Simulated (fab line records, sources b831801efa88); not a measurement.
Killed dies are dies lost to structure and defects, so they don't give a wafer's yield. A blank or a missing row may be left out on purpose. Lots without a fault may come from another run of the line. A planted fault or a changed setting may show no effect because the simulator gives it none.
fab line records | flow sky130 | part 1 of 2: steps 1 to 45 of 46
record lots=5 wafers=15 last_day=50
route steps=708 shown METAL3@563 VIA3@573 METAL4@598 CAP2M@603 VIA4@642 PAD_OPEN@707
lots that met no fault: from a run of the same line without faults
start_h: hours from the record's first day to the start of the lot's first wafer shown | wait_h: hours since the lot's step before | " the same as in the row above | L1.1+2: a row that stands for several wafers | - no value, or no start given | * or withheld: withheld | < > ~ a bound
route shown NAME@n: a module of which the file shows steps, and the number in the route of the first | usual: mean/standard deviation of fault-free wafers | same: alike in all rows | chamber/n: place in a boat | sites: the reading at each site | _std_site: their standard deviation | _edge_site: outer sites' mean less inner sites' | radius_mm: how far each site lies from the wafer's centre | mask NAME#n: copy n | behind: the tool/chamber that last shaped the wafer | hold: why the lot was held/for how many hours/how that ended | device: the transistor (n, p or np) that didn't switch | end of line: the same wafers' tests at the end of the route | a step without rows: its recipe alone | killed: dies lost to structure and defects at the first sort, not the wafer's yield | map: a wafer's dies, x killed, . not, _ none there
set.NAME: the setting as run; set.NAME@STEP: as run at that earlier step | model.NAME: the simulator's own value behind a step, which no gauge read
lots at some steps of the route; a table a step, a row a wafer
services: from which hour (start_h, from the record's first day; less than 0 if before it) a tool's chamber was out of use, for how many hours, and why
## steps
# step SKY_METAL3_CD_MEAS_13
# recipe target_cd_nm=300
# usual cd_nm=300.0/1.4
# columns lot.wafer tool chamber start_h wait_h cd_nm
L238.2 cd_sem-01 - 905.92 - 300.1
L238.4 " - " " 299.9
L238.6 " - " " 299.1
L249.1 cd_sem-01 - 983.95 - 303.1
L249.5 " - " " 302.5
L249.6 " - " " 303.1
L256.2 cd_sem-01 - 1038.38 - 299.1
L256.3 " - " " 299.6
L256.6 " - " " 300.3
L260.1 cd_sem-02 - 1049.50 - 300.0
L260.4 " - " " 300.3
L260.6 " - " " 298.1
L261.4 cd_sem-01 - 1057.51 - 298.6
L261.5 " - " " 298.1
L261.6 " - " " 300.5
# step SKY_METAL3_OVL_MEAS_14
# usual METAL3_OVL=-2/5.6
# columns lot.wafer tool chamber start_h wait_h METAL3_OVL[nm]
L238.2 overlay-01 - 906.03 0.1 2
L238.4 " - " " 0
L238.6 " - " " 0
L249.1 overlay-01 - 984.07 0.1 2
L249.5 " - " " -2
L249.6 " - " " -10
L256.2 overlay-02 - 1038.48 0.1 3
L256.3 " - " " 8
L256.6 " - " " -1
L260.1 overlay-01 - 1049.62 0.1 7
L260.4 " - " " 8
L260.6 " - " " 1
L261.4 overlay-02 - 1057.58 0.1 -2
L261.5 " - " " -9
L261.6 " - " " 1
# step SKY_METAL3_DESCUM_15
# recipe chemistry=O2 source_power_w=150 bias_power_w=0 pressure_mtorr=10 temp_c=40 time_s=8
# usual drypump_motor_current_A=6.0/0.39 oes_product_au=1.006/0.0072
# columns lot.wafer tool chamber start_h wait_h drypump_motor_current_A oes_product_au rf_hours_counter_h
L238.2 rie_metal-03 0 906.06 0.0 5.5 0.997 11
L238.4 " 1 " " 5.9 1.005 -
L238.6 " 1 " " 5.9 1.000 -
L249.1 rie_metal-04 0 984.11 0.0 6.5 1.014 17
L249.5 " 1 " " 5.9 1.011 -
L249.6 " 0 " " 6.4 1.018 -
L256.2 rie_metal-03 1 1038.51 0.0 5.9 1.012 11
L256.3 " 1 " " 5.9 1.013 -
L256.6 " 0 " " 5.5 1.012 -
L260.1 rie_metal-02 0 1049.66 0.0 6.4 1.001 20
L260.4 " 0 " " 6.4 1.000 -
L260.6 " 0 " " 6.4 1.002 -
L261.4 rie_metal-04 0 1057.62 0.0 6.4 1.003 -
L261.5 " 1 " " 5.9 0.999 -
L261.6 " 0 " " 6.4 1.003 -
# step SKY_METAL3_ETCH_16
# recipe chemistry=N2/H2 target=BARC ion_energy_ev=200 bias_w=100 pressure_mtorr=30 n2_flow_sccm=100 h2_flow_sccm=200 icp_w=500 stop_on=SiO2 time_s=88.2 target_depth_a=600
# step SKY_METAL3_ETCH_17
# recipe target=SiO2 stop_on=TiN chemistry=C4F8/O2/Ar source_w=1500 bias_w=1200 pressure_mtorr=40 c4f8_flow_sccm=withheld O2_flow_sccm=6 Ar_flow_sccm=300 time_s=3.9 target_depth_a=150
# step SKY_METAL3_METAL_ETCH_18
# recipe target_depth_a=8450 stop_on=SiO2 over_etch_frac=0.3 time_s=183.1 chemistry=Cl2/BCl3 resist_sidewall_deg=88 pressure_mtorr=10 icp_w=900 bias_w=48.5 Cl2_flow_sccm=60 bcl3_flow_sccm=30
# step SKY_METAL3_STRIP_19
# recipe chemistry=O2/N2 power_w=1400 pressure_mtorr=1500 platen_temp_c=withheld o2_flow_sccm=3000 n2_flow_sccm=300 overash_fraction=0.5
# usual drypump_motor_current_A=5.80/0.23 oes_product_au=0.501/0.005 strip_time_to_endpoint_s=6.49/0.071
# columns lot.wafer tool chamber start_h wait_h drypump_motor_current_A oes_product_au rf_hours_counter_h strip_time_to_endpoint_s
L238.2 plasma_asher-04 0 906.39 0.1 6.02 0.494 101 6.48
L238.4 " 1 " " 5.29 0.504 - 6.44
L238.6 " 0 " " 5.98 0.501 - 6.44
L249.1 plasma_asher-03 0 984.44 0.1 5.80 0.506 90 6.53
L249.5 " 1 " " 5.68 0.508 - 6.60
L249.6 " 0 " " 5.82 0.502 - 6.51
L256.2 plasma_asher-02 0 1038.84 0.1 5.80 0.510 59 6.70
L256.3 " 1 " " 6.05 0.502 - 6.56
L256.6 " 0 " " 5.80 0.507 - 6.70
L260.1 plasma_asher-03 0 1049.99 0.1 5.83 0.501 96 6.52
L260.4 " 1 " " 5.74 0.498 - 6.49
L260.6 " 0 " " 5.77 0.497 - 6.46
L261.4 plasma_asher-02 0 1058.01 0.1 5.81 0.499 - 6.39
L261.5 " 1 " " 6.11 0.504 - 6.49
L261.6 " 0 " " 5.80 0.504 - 6.51
# step SKY_METAL3_STRIP_20
# recipe chemistry=post_etch_residue_remover time_s=1200 temp_c=72.5
# step SKY_METAL3_CLEAN_21
# recipe chemistry=IPA time_s=180 temp_c=25
# step SKY_METAL3_CLEAN_22
# recipe chemistry=O3/DIW dry=n2_spin
# step SKY_VIA3_HDPCVD_00
# recipe material=SiO2 target_thk_nm=1635 sigma_open_frac=0.3 time_s=272.5 temp_c=400 sih4_flow_sccm=60 pressure_mtorr=6
# step SKY_VIA3_THK_MEAS_01
# recipe reads=SiO2_of_VIA3_HDPCVD_00
# usual VIA3_HDPCVD_THK=1638/16
# columns lot.wafer tool chamber start_h wait_h VIA3_HDPCVD_THK[nm]
L238.2 film_metro-03 - 907.16 0.1 1638
L238.4 " - " " 1648
L238.6 " - " " 1644
L249.1 film_metro-04 - 985.23 0.1 1648
L249.5 " - " " 1646
L249.6 " - " " 1636
L256.2 film_metro-04 - 1039.61 0.1 1620
L256.3 " - " " 1621
L256.6 " - " " 1635
L260.1 film_metro-01 - 1050.83 0.1 1624
L260.4 " - " " 1653
L260.6 " - " " 1660
L261.4 film_metro-01 - 1058.85 0.1 1621
L261.5 " - " " 1621
L261.6 " - " " 1647
# step SKY_VIA3_CMP_02
# recipe material=SiO2 down_force_psi=4 platen_rpm=60 pad_velocity_m_s=0.94248
# usual motor_current_A=12.0/1.2
# columns lot.wafer tool chamber start_h wait_h motor_current_A model.SiO2_of_VIA3_HDPCVD_00.thk_nm
L238.2 cmp-01 0 907.44 0.3 12.4 465.2
L238.4 " 2 " " 11.8 463.8
L238.6 " 1 " " 10.8 465
L249.1 cmp-02 0 985.29 0.1 14.6 882.2
L249.5 " 0 " " 14.8 881.5
L249.6 " 1 " " 11.1 466.9
L256.2 cmp-01 3 1039.66 0.0 12.5 466.1
L256.3 " 0 " " 12.1 464.6
L256.6 " 3 " " 12.5 465.3
L260.1 cmp-02 1 1050.99 0.1 11.0 466.6
L260.4 " 2 " " 12.6 466.3
L260.6 " 0 " " 14.3 467.4
L261.4 cmp-01 3 1058.88 0.0 11.3 465.5
L261.5 " 3 " " 12.1 465.2
L261.6 " 0 " " 12.4 465.2
# step SKY_VIA3_BOW_MEAS_03
# recipe mode=bow
# usual VIA3_BOW=79/7.2
# columns lot.wafer tool chamber start_h wait_h VIA3_BOW[um]
L238.2 film_metro-04 - 907.76 0.3 75
L238.4 " - " " 94
L238.6 " - " " 66
L249.1 film_metro-03 - 985.59 0.2 98
L249.5 " - " " 100
L249.6 " - " " 70
L256.2 film_metro-01 - 1039.98 0.3 74
L256.3 " - " " 66
L256.6 " - " " 65
L260.1 film_metro-01 - 1051.19 0.1 87
L260.4 " - " " 88
L260.6 " - " " 74
L261.4 film_metro-03 - 1059.24 0.3 76
L261.5 " - " " 83
L261.6 " - " " 75
# step SKY_VIA3_DEHYDRATE_04
# recipe temp_c=200 time_s=60
# step SKY_VIA3_HMDS_05
# recipe prime_time_s=60 prime_temp_c=120
# step SKY_VIA3_COAT_06
# recipe resist=BARC temp_c=withheld time_s=withheld spin_rpm=3000 resist_thk_nm=60
# step SKY_VIA3_COAT_07
# recipe resist=KrF-thick spin_rpm=3000 resist_thk_nm=450
# step SKY_VIA3_SOFTBAKE_08
# recipe temp_c=100 time_s=90 resist=KrF-thick
# step SKY_VIA3_EXPOSE_09
# recipe mask_id=VIM3 na=0.8 source_shape=annular sigma_inner=0.55 sigma_outer=0.85 target_cd_nm=200 dose_mj=38
# step SKY_VIA3_PEB_10
# recipe peb_temp_c=withheld peb_time_s=withheld resist=KrF-thick
# step SKY_VIA3_DEVELOP_11
# recipe develop_time_s=60 resist=KrF-thick dev_temp_c=21
# step SKY_VIA3_CD_MEAS_12
# recipe target_cd_nm=200
# usual cd_nm=200.5/1.2
# columns lot.wafer tool chamber start_h wait_h cd_nm
L238.2 cd_sem-02 - 932.38 - 200.6
L238.4 " - " " 200.5
L238.6 " - " " 200.6
L249.1 cd_sem-02 - 1009.01 - 200.5
L249.5 " - " " 200.0
L249.6 " - " " 201.3
L256.2 cd_sem-02 - 1062.35 - 199.7
L256.3 " - " " 199.6
L256.6 " - " " 199.9
L260.1 cd_sem-02 - 1072.76 - 201.2
L260.4 " - " " 200.1
L260.6 " - " " 200.6
L261.4 cd_sem-01 - 1080.32 - 201.4
L261.5 " - " " 200.8
L261.6 " - " " 201.8
# step SKY_VIA3_OVL_MEAS_13
# usual VIA3_OVL=-1/5.1
# columns lot.wafer tool chamber start_h wait_h VIA3_OVL[nm]
L238.2 overlay-01 - 932.49 0.1 -6
L238.4 " - " " -3
L238.6 " - " " 1
L249.1 overlay-01 - 1009.13 0.1 1
L249.5 " - " " -7
L249.6 " - " " -6
L256.2 overlay-01 - 1062.45 0.1 -1
L256.3 " - " " -5
L256.6 " - " " -4
L260.1 overlay-02 - 1072.88 0.1 4
L260.4 " - " " -2
L260.6 " - " " -3
L261.4 overlay-01 - 1080.39 0.1 5
L261.5 " - " " 7
L261.6 " - " " 5
# step SKY_VIA3_ETCH_14
# recipe chemistry=N2/H2 target=BARC ion_energy_ev=200 source_w=500 bias_w=100 pressure_mtorr=30 n2_flow_sccm=100 h2_flow_sccm=200 stop_on=SiO2 time_s=45.9 target_depth_a=600
# step SKY_VIA3_ETCH_15
# recipe target=SiO2 chemistry=C4F8/O2/Ar target_depth_nm=507 stop_on=TiN mask_material=KrF-thick source_w=1500 bias_w=1200 pressure_mtorr=40 c4f8_flow_sccm=withheld O2_flow_sccm=6 Ar_flow_sccm=300 time_s=78
# usual oes_product_au=0.946/0.0046
# columns lot.wafer tool chamber start_h wait_h oes_product_au model.VIA3.feature_depth_nm model.etch.depth_nm
L238.2 rie_diel-03 1 932.56 0.0 0.946 465.2 465.2
L238.4 " 3 " " 0.951 463.8 463.8
L238.6 " 3 " " 0.951 465 465
L249.1 rie_diel-03 2 1009.21 0.0 1.010 510.3 510.3
L249.5 " 0 " " 1.014 509.8 509.8
L249.6 " 1 " " 0.944 466.9 466.9
L256.2 rie_diel-02 0 1062.52 0.0 0.947 466.1 466.1
L256.3 " 2 " " 0.948 464.6 464.6
L256.6 " 2 " " 0.944 465.3 465.3
L260.1 rie_diel-02 2 1072.95 0.0 0.946 466.6 466.6
L260.4 " 3 " " 0.957 466.3 466.3
L260.6 " 2 " " 0.950 467.4 467.4
L261.4 rie_diel-01 3 1080.45 0.0 0.951 465.5 465.5
L261.5 " 2 " " 0.951 465.2 465.2
L261.6 " 3 " " 0.945 465.2 465.2
# step SKY_VIA3_STRIP_16
# recipe chemistry=O2/N2 power_w=1400 pressure_mtorr=1500 platen_temp_c=withheld o2_flow_sccm=3000 n2_flow_sccm=300 overash_fraction=0.5
# step SKY_VIA3_STRIP_17
# recipe chemistry=post_etch_residue_remover time_s=1200 temp_c=72.5
# step SKY_VIA3_CLEAN_18
# recipe chemistry=IPA time_s=180 temp_c=25
# step SKY_VIA3_CLEAN_19
# recipe chemistry=O3/DIW dry=n2_spin
# step SKY_VIA3_SPUTTER_20
# recipe material=TiN target_thk_nm=20 chamber_pressure_pa=5 power_w=4000 time_s=80
# usual throttle_valve_pct=30.5/0.88
# columns lot.wafer tool chamber start_h wait_h throttle_valve_pct
L238.2 pvd_sputter-04 - 933.21 0.0 30.8
L238.4 " - " " 29.6
L238.6 " - " " 29.2
L249.1 pvd_sputter-01 - 1009.87 0.0 30.5
L249.5 " - " " 30.1
L249.6 " - " " 30.7
L256.2 pvd_sputter-03 - 1063.24 0.0 31.7
L256.3 " - " " 31.1
L256.6 " - " " 31.9
L260.1 pvd_sputter-03 - 1073.61 0.0 30.7
L260.4 " - " " 31.8
L260.6 " - " " 30.4
L261.4 pvd_sputter-01 - 1081.11 0.0 29.9
L261.5 " - " " 30.3
L261.6 " - " " 28.4
# step SKY_VIA3_CVD_21
# recipe material=W target_thk_nm=390 time_s=117.31 temp_c=400 pressure_torr=40
# usual heater_power_w=899/52 susceptor_temp_C=400.06/0.21
# columns lot.wafer tool chamber start_h wait_h heater_power_w susceptor_temp_C
L238.2 cvd_w-02 0 933.27 0.0 959 400.26
L238.4 " 1 " " 922 399.78
L238.6 " 0 " " 981 399.98
L249.1 cvd_w-02 0 1009.93 0.0 946 400.28
L249.5 " 0 " " 967 400.14
L249.6 " 1 " " 897 399.80
L256.2 cvd_w-02 1 1063.30 0.0 925 400.29
L256.3 " 0 " " 978 399.91
L256.6 " 0 " " 963 399.90
L260.1 cvd_w-02 0 1073.67 0.0 945 399.82
L260.4 " 0 " " 972 399.72
L260.6 " 1 " " 917 400.45
L261.4 cvd_w-01 1 1081.21 0.1 822 399.95
L261.5 " 1 " " 808 400.02
L261.6 " 0 " " 891 400.25
# step SKY_VIA3_RS_MEAS_22
# recipe thk_meas_gauge=four-point-probe reads=W_of_VIA3_CVD_21+TiN_of_VIA3_SPUTTER_20
# usual VIA3_W_RS=0.295/0.0047
# columns lot.wafer tool chamber start_h wait_h VIA3_W_RS[ohm/sq]
L238.2 film_metro-04 - 933.41 0.1 0.300
L238.4 " - " " 0.294
L238.6 " - " " 0.298
L249.1 film_metro-04 - 1010.05 0.1 0.295
L249.5 " - " " 0.296
L249.6 " - " " 0.289
L256.2 film_metro-03 - 1063.44 0.1 0.285
L256.3 " - " " 0.298
L256.6 " - " " 0.297
L260.1 film_metro-01 - 1073.80 0.1 0.297
L260.4 " - " " 0.298
L260.6 " - " " 0.286
L261.4 film_metro-01 - 1081.36 0.1 0.299
L261.5 " - " " 0.298
L261.6 " - " " 0.299
# step SKY_VIA3_THK_MEAS_23
# recipe thk_meas_gauge=xrf reads=W_of_VIA3_CVD_21
# usual VIA3_W_THK=388/7.5
# columns lot.wafer tool chamber start_h wait_h VIA3_W_THK[nm]
L238.2 film_metro-04 - 933.52 0.1 388
L238.4 " - " " 395
L238.6 " - " " 386
L249.1 film_metro-04 - 1010.17 0.1 391
L249.5 " - " " 395
L249.6 " - " " 400
L256.2 film_metro-03 - 1063.55 0.1 394
L256.3 " - " " 378
L256.6 " - " " 380
L260.1 film_metro-01 - 1073.92 0.1 387
L260.4 " - " " 387
L260.6 " - " " 403
L261.4 film_metro-01 - 1081.45 0.1 382
L261.5 " - " " 384
L261.6 " - " " 380
# step SKY_VIA3_CMP_24
# recipe stop_on=SiO2 t_overpolish_s=20 down_force_psi=3.5 platen_rpm=60 target_thk_nm=0 pad_velocity_m_s=0.94248
# usual motor_current_A=11.0/1.2
# columns lot.wafer tool chamber start_h wait_h motor_current_A
L238.2 cmp-01 1 933.62 0.1 9.9
L238.4 " 2 " " 11.8
L238.6 " 1 " " 10.2
L249.1 cmp-01 3 1010.33 0.1 11.3
L249.5 " 1 " " 9.7
L249.6 " 2 " " 10.2
L256.2 cmp-01 3 1063.70 0.1 10.7
L256.3 " 0 " " 11.7
L256.6 " 1 " " 10.4
L260.1 cmp-02 0 1073.98 0.1 13.5
L260.4 " 3 " " 9.1
L260.6 " 0 " " 13.2
L261.4 cmp-01 2 1081.58 0.1 11.0
L261.5 " 0 " " 11.3
L261.6 " 1 " " 10.0
# step SKY_METAL4_SPUTTER_00
# recipe material=Ti target_thk_nm=15 power_w=3000 time_s=10 chamber_pressure_pa=0.4
# step SKY_METAL4_SPUTTER_01
# recipe material=TiN target_thk_nm=20 power_w=6500 time_s=16.7 chamber_pressure_pa=0.4
# step SKY_METAL4_SPUTTER_02
# recipe material=AlCu target_thk_nm=735 power_w=10600 time_s=39.1 chamber_pressure_pa=0.4
# step SKY_METAL4_SPUTTER_03
# recipe material=Ti target_thk_nm=5 power_w=3000 time_s=3.3 chamber_pressure_pa=0.4
# step SKY_METAL4_SPUTTER_04
# recipe material=TiN target_thk_nm=70 power_w=6500 time_s=58.3 chamber_pressure_pa=0.4
# step SKY_CAP2M_CVD_00
# recipe material=SiO2 target_thk_nm=15.5 temp_c=400 time_s=withheld rf_w=450
# step SKY_CAP2M_THK_MEAS_01
# recipe reads=SiO2_of_CAP2M_CVD_00
# usual CAP2M_CVD_00_THK=15.57/0.24
# columns lot.wafer tool chamber start_h wait_h CAP2M_CVD_00_THK[nm]
L238.2 film_metro-02 - 934.06 - 15.37
L238.4 " - " " 15.53
L238.6 " - " " 15.92
L249.1 film_metro-01 - 1010.72 - 15.43
L249.5 " - " " 15.86
L249.6 " - " " 15.84
L256.2 film_metro-03 - 1064.09 - 15.38
L256.3 " - " " 15.49
L256.6 " - " " 15.68
L260.1 film_metro-01 - 1074.45 - 15.56
L260.4 " - " " 15.75
L260.6 " - " " 15.59
L261.4 film_metro-01 - 1081.98 - 15.81
L261.5 " - " " 16.11
L261.6 " - " " 15.80
# step SKY_METAL4_METAL_ETCH_18
# recipe target_depth_a=8450 stop_on=SiO2 over_etch_frac=0.3 time_s=183.1 chemistry=Cl2/BCl3 resist_sidewall_deg=88 pressure_mtorr=10 icp_w=900 bias_w=48.5 Cl2_flow_sccm=60 bcl3_flow_sccm=30
# usual drypump_motor_current_A=5.7/0.47 oes_product_au=0.866/0.0069 throttle_valve_pct=22.264/0.011
# columns lot.wafer tool chamber start_h wait_h drypump_motor_current_A oes_product_au rf_hours_counter_h throttle_valve_pct model.SiO2_of_VIA3_HDPCVD_00.thk_nm
L238.2 rie_metal-03 1 983.11 0.0 5.9 0.860 7 22.276 435.4
L238.4 " 1 " " 5.9 0.863 - 22.269 433.9
L238.6 " 1 " " 5.9 0.871 - 22.273 435.1
L249.1 rie_metal-01 0 1057.10 0.0 4.9 0.856 16 22.279 852.3
L249.5 " 0 " " 4.9 0.858 - 22.266 851.7
L249.6 " 1 " " 5.7 0.856 - 22.291 436.8
L256.2 rie_metal-01 0 1107.56 0.0 4.8 0.873 20 22.273 436.8
L256.3 " 0 " " 4.9 0.862 - 22.256 434.9
L256.6 " 0 " " 4.9 0.864 - 22.273 435.9
L260.1 rie_metal-02 1 1116.96 0.0 5.5 0.866 16 22.259 436.4
L260.4 " 1 " " 5.5 0.873 - 22.271 436.3
L260.6 " 0 " " 6.4 0.874 - 22.254 437.3
L261.4 rie_metal-02 0 1123.59 0.1 6.4 0.860 - 22.273 435.9
L261.5 " 0 " " 6.4 0.869 - 22.272 435.7
L261.6 " 1 " " 5.4 0.863 - 22.264 435.5
# step SKY_VIA4_BOW_MEAS_03
# recipe mode=bow
# usual VIA4_BOW=78/7.6
# columns lot.wafer tool chamber start_h wait_h VIA4_BOW[um]
L238.2 film_metro-03 - 984.47 0.2 70
L238.4 " - " " 86
L238.6 " - " " 59
L249.1 film_metro-02 - 1058.41 0.2 103
L249.5 " - " " 105
L249.6 " - " " 75
L256.2 film_metro-03 - 1108.89 0.2 76
L256.3 " - " " 67
L256.6 " - " " 67
L260.1 film_metro-04 - 1118.27 0.2 88
L260.4 " - " " 89
L260.6 " - " " 76
L261.4 film_metro-04 - 1124.93 0.3 80
L261.5 " - " " 89
L261.6 " - " " 77
# step SKY_PAD_OPEN_BOW_MEAS_13
# recipe mode=bow
# usual PAD_OPEN_BOW=46/8.2
# columns lot.wafer tool chamber start_h wait_h PAD_OPEN_BOW[um]
L238.2 film_metro-01 - 1078.31 - 35
L238.4 " - " " 54
L238.6 " - " " 26
L249.1 film_metro-01 - 1142.51 - 74
L249.5 " - " " 76
L249.6 " - " " 45
L256.2 film_metro-03 - 1185.17 - 39
L256.3 " - " " 30
L256.6 " - " " 30
L260.1 film_metro-02 - 1194.74 - 55
L260.4 " - " " 56
L260.6 " - " " 44
L261.4 film_metro-03 - 1198.53 - 41
L261.5 " - " " 47
L261.6 " - " " 37
## key
first_sign step=SKY_VIA3_BOW_MEAS_03 reading=VIA3_BOW direction=up sigmas=2.7 usual=79 struck=99
effect step=SKY_VIA3_ETCH_15 reading=oes_product_au direction=up sigmas=14 usual=0.946 struck=1.012
effect step=SKY_VIA4_BOW_MEAS_03 reading=VIA4_BOW direction=up sigmas=3.4 usual=78 struck=104
effect step=SKY_PAD_OPEN_BOW_MEAS_13 reading=PAD_OPEN_BOW direction=up sigmas=3.5 usual=46 struck=75
model_effect step=SKY_VIA3_CMP_02 value=SiO2_of_VIA3_HDPCVD_00.thk_nm without=468.4 struck=881.9
model_effect step=SKY_VIA3_ETCH_15 value=VIA3.feature_depth_nm without=468.4 struck=510
model_effect step=SKY_METAL4_METAL_ETCH_18 value=SiO2_of_VIA3_HDPCVD_00.thk_nm without=438.5 struck=852
model_effect step=SKY_PAD_OPEN_PROBE_99 value=etest.tester.sort_n_pass without=398 struck=0
met_at SKY_VIA3_CMP_02
struck_wafers L249.1,L249.5
fault kind=process_parameter_drift tool=cmp-02 chamber=- onset_h=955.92 steps=SKY_VIA3_CMP_02 channel=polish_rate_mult offset=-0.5 shape=step end_h=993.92 scope=struck_wafers_only
